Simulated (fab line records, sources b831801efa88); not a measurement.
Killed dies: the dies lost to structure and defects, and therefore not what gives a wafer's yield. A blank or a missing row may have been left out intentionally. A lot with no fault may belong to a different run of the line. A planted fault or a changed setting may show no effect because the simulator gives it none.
Struck lot and sound lot, side by side || flow sfq_line || 14 steps out of a route of 325
Sound: wafers L311.2, L311.3, L311.4. Struck: wafer L330.4 (left out: L330.6, a lot-mate that was not struck); the cause follows at the end.
Order at every step that has rows: each side's tool, ch and its chambers, its first start. Under that, the readings that differ: sound wafers || struck wafers || difference of the means || sigmas: that difference in standard deviations of wafers without a fault.
alike: words and numbers the same on both sides, and readings whose means are apart by under 2 such deviations; not compared: readings that were withheld, readings missing a value for some wafer, numbers with overlapping values and no deviation given by the record, and bounds like >300 which may hide the same value.
The two part at a step that has a row with sigmas, a row that says differs or no value, or rows on one side only. Numbers that have no deviation but don't overlap get no sigmas and don't part them. A reading that every wafer of one side lacks parts them only if that side has two wafers or more.

SFQ_INCOMING_BOW_MEAS_900:
  sound on film_metro-04 at day 1 15:01; struck on film_metro-02 at day 5 14:04
  alike: INCOMING_BOW
then, 1 step without rows for these wafers: SFQ_TRILAYER_INCOMING_OXIDATION_002 (target thk 500 nm, ox time 4939 s).
SFQ_TRILAYER_L0_DEP_SPUTTER_003: material MoNx KI, target thk 40 nm, time 100 s.
  sound on pvd_sputter-06 at day 1 17:29; struck on pvd_sputter-03 at day 5 16:32
  alike: throttle_valve_pct
SFQ_L0_RS_MEAS_901: uses a four-point probe to measure.
  sound on film_metro-04 at day 1 17:35; struck on film_metro-04 at day 5 16:37
{"reading": "L0_MONX_KI_RS (ohm/sq)", "sound": "43.0 42.9 42.6", "struck": 44.8, "difference": "+2.0", "sigmas": "+3"}
SFQ_L0_THK_MEAS_902: measures by xrf.
  sound on film_metro-04 at day 1 17:41; struck on film_metro-04 at day 5 16:43
{"reading": "L0_MONX_KI_THK (nm)", "sound": "39.9 39.7 40.4", "struck": 38.5, "difference": -1.5, "sigmas": -3}
then, 6 steps without rows for these wafers: SFQ_TRILAYER_L0_LITHO_COAT_010 (resist thk 62 nm); SFQ_TRILAYER_L0_LITHO_COAT_005 (resist thk 600 nm); SFQ_TRILAYER_L0_LITHO_SOFTBAKE_009; SFQ_TRILAYER_L0_LITHO_EXPOSE_006 (exposes mask L0, target cd 2000 nm); SFQ_TRILAYER_L0_LITHO_PEB_008 (peb time 60 s); SFQ_TRILAYER_L0_LITHO_DEVELOP_007 (time 60 s).
-- the record jumps here: 4 days lie between the struck wafers' starts before and after --
SFQ_TRILAYER_L0_BARC_OPEN_METAL_ETCH_010: etches BARC in O2, target depth 125 nm, time 41.7 s.
  sound on rie_metal-03 ch 0,1, day 4 14:14; struck on rie_metal-03 ch 1, day 9 16:33
  alike: chamber_pressure_mTorr, drypump_motor_current_A, oes_product_au, run_length_s
  not compared: rf_hours_counter_h
SFQ_TRILAYER_L0_ETCH_METAL_ETCH_008: etches MoNx KI in SF6/O2, stops on SiO2, target depth 50 nm, time 25 s.
  sound on rie_metal-03 ch 0,1, day 4 14:17; struck on rie_metal-03 ch 1, day 9 16:36
{"reading": "oes_product_au (a.u.)", "sound": "0.879 0.879 0.884", "struck": 0.998, "difference": "+0.117", "sigmas": "+14"}
{"reading": "run_length_s (s)", "sound": "53.1 52.8 54.0", "struck": 48.9, "difference": -4.4, "sigmas": -8}
{"reading": "model.KrF_of_TRILAYER_L0_LITHO_COAT_005.thk_nm (nm)", "sound": "481.7 481.7 476.4", "struck": 488.7, "difference": "+8.8", "sigmas": ""}
  alike: chamber_pressure_mTorr, drypump_motor_current_A
  not compared: rf_hours_counter_h
SFQ_TRILAYER_L0_STRIP_STRIP_009: strips in O2.
  sound on rie_metal-03 ch 0,1, day 4 14:20; struck on rie_metal-03 ch 1, day 9 16:50
  alike: chamber_pressure_mTorr, drypump_motor_current_A, oes_product_au
  not compared: rf_hours_counter_h

## WHERE THEY PART
First at SFQ_L0_RS_MEAS_901; last, within this record, at SFQ_TRILAYER_L0_ETCH_METAL_ETCH_008. Later steps at which nothing parts them and some readings are alike: SFQ_TRILAYER_L0_STRIP_STRIP_009.

WHY: the cause the simulator had injected
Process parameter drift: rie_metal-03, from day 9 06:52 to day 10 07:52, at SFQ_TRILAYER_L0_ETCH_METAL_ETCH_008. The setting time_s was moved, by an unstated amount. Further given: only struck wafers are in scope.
